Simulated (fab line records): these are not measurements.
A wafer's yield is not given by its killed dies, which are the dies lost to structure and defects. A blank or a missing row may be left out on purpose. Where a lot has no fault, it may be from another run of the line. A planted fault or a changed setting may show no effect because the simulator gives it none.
Chamber matching + flow sfq line + SFQ_TRILAYER_A5B_CMP_CMP_130 on cmp-02 has 4 sister chambers
The step polishes, stops on Nb, target thk 340.7 nm. 20 wafers are shown with their chamber, then 10 later ones without.

## WAFERS, EACH WITH ITS CHAMBER
| wafer  | chamber | motor current A (A) |
|--------|---------|---------------------|
| L801.2 | 2       | 8.9                 |
| L801.4 | 1       | 10.4                |
| L801.5 | 0       | 9.1                 |
| L803.3 | 3       | 8.8                 |
| L803.4 | 0       | 8.8                 |
| L803.5 | 3       | 8.8                 |
| L804.1 | 2       | 8.7                 |
| L804.3 | 1       | 9.5                 |
| L804.4 | 0       | 9.2                 |
| L806.1 | 0       | 8.9                 |
| L806.2 | 1       | 9.5                 |
| L806.5 | 3       | 8.8                 |
| L807.2 | 2       | 8.7                 |
| L807.3 | 0       | 9.1                 |
| L807.4 | 3       | 8.7                 |
| L808.4 | 1       | 9.7                 |
| L808.5 | 0       | 8.8                 |
| L808.6 | 3       | 8.7                 |
| L813.2 | 1       | 10.2                |
| L813.3 | 3       | 8.5                 |

SIGNATURES (means of the wafers above)
| reading         | chamber 0 | chamber 1 | chamber 2 | chamber 3 | scatter within a chamber |
|-----------------|-----------|-----------|-----------|-----------|--------------------------|
| motor current A | 8.983     | 9.860     | 8.767     | 8.717     | 0.242                    |
Rule: a wafer's distance from a chamber is the root of the sum, over the readings, of the square of ((its reading less the chamber's mean) divided by the reading's scatter). If the next closest chamber is less than 2 further off than the closest, the wafer can't be placed; otherwise it belongs to the closest. The scatter: the root of (the sum of the squares of (reading less its chamber's mean) over the shown wafers, divided by (wafers less chambers)).

## WAFERS WHOSE CHAMBER IS MISSING
| wafer  | motor current A (A) |
|--------|---------------------|
| L813.5 | 9.9                 |
| L820.2 | 8.7                 |
| L820.3 | 8.9                 |
| L820.4 | 9.9                 |
| L822.2 | 9.7                 |
| L822.4 | 9.0                 |
| L822.5 | 9.4                 |
| L824.3 | 9.7                 |
| L824.1 | 8.8                 |
| L824.5 | 8.5                 |

## THE CHAMBER EACH PASSED THROUGH
| wafer  | from the rows above               | in truth |
|--------|-----------------------------------|----------|
| L813.5 | 1                                 | 1        |
| L820.2 | can't be placed: 3 or 2 or 0      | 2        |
| L820.3 | can't be placed: 0 or 2 or 3      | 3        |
| L820.4 | 1                                 | 1        |
| L822.2 | 1                                 | 1        |
| L822.4 | can't be placed: 0 or 2 or 3      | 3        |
| L822.5 | can't be placed: 0 or 1 or 2 or 3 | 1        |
| L824.3 | 1                                 | 1        |
| L824.1 | can't be placed: 2 or 3 or 0      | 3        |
| L824.5 | can't be placed: 3 or 2 or 0      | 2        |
4 of 10 placed correctly. Can't be placed from these rows: 6 (the true chamber is among the candidates in 6). Placed wrongly: 0.
